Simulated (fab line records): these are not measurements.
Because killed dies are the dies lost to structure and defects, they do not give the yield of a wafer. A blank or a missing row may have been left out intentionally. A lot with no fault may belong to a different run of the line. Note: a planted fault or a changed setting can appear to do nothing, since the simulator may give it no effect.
Chamber matching -- flow sky130 -- 4 sister chambers for SKY_VIA2_CMP_02 on cmp-02
The step polishes SiO2. 16 wafers are shown with their chamber, then 7 later ones without.

WAFERS PAIRED WITH THEIR CHAMBERS
wafer,chamber,motor-current-A (A)
L720.1,1,14.9
L720.2,2,10.4
L720.6,3,10.2
L721.3,1,14.5
L721.4,0,13.7
L721.5,3,9.6
L722.3,0,14.2
L722.5,3,10.1
L722.6,0,14.2
L724.2,0,14.1
L724.3,3,10.3
L732.2,1,14.6
L732.4,0,13.7
L732.5,3,10.1
L733.3,0,13.9
L733.4,2,11.0

SIGNATURES (averages over the wafers above)
reading,chamber 0,chamber 1,chamber 2,chamber 3,scatter within a chamber
motor-current-A,13.967,14.667,10.700,10.060,0.263
Rule: for each reading, subtract the chamber's mean from the wafer's reading, divide by that reading's scatter and square the result; add these up over the readings and take the root, which gives the wafer's distance from the chamber. If the next closest chamber is less than 2 further off than the closest, the wafer can't be placed; otherwise it belongs to the closest. The scatter: the root of (the sum of the squares of (reading less its chamber's mean) over the shown wafers, divided by (wafers less chambers)).

WAFERS MISSING THEIR CHAMBER
wafer,motor-current-A (A)
L733.5,10.0
L735.3,10.1
L735.5,10.7
L735.6,14.1
L739.1,13.4
L739.2,10.3
L739.4,14.4

EACH ONE'S CHAMBER
wafer,from the rows above,in truth
L733.5,3,3
L735.3,3,3
L735.5,2,2
L735.6,can't be placed: 0 or 1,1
L739.1,0,0
L739.2,can't be placed: 3 or 2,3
L739.4,can't be placed: 1 or 0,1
Correctly placed: 4 of 7. From these rows, 3 cannot be placed; in 3 the true chamber is one of the candidates. Placed wrongly: 0.
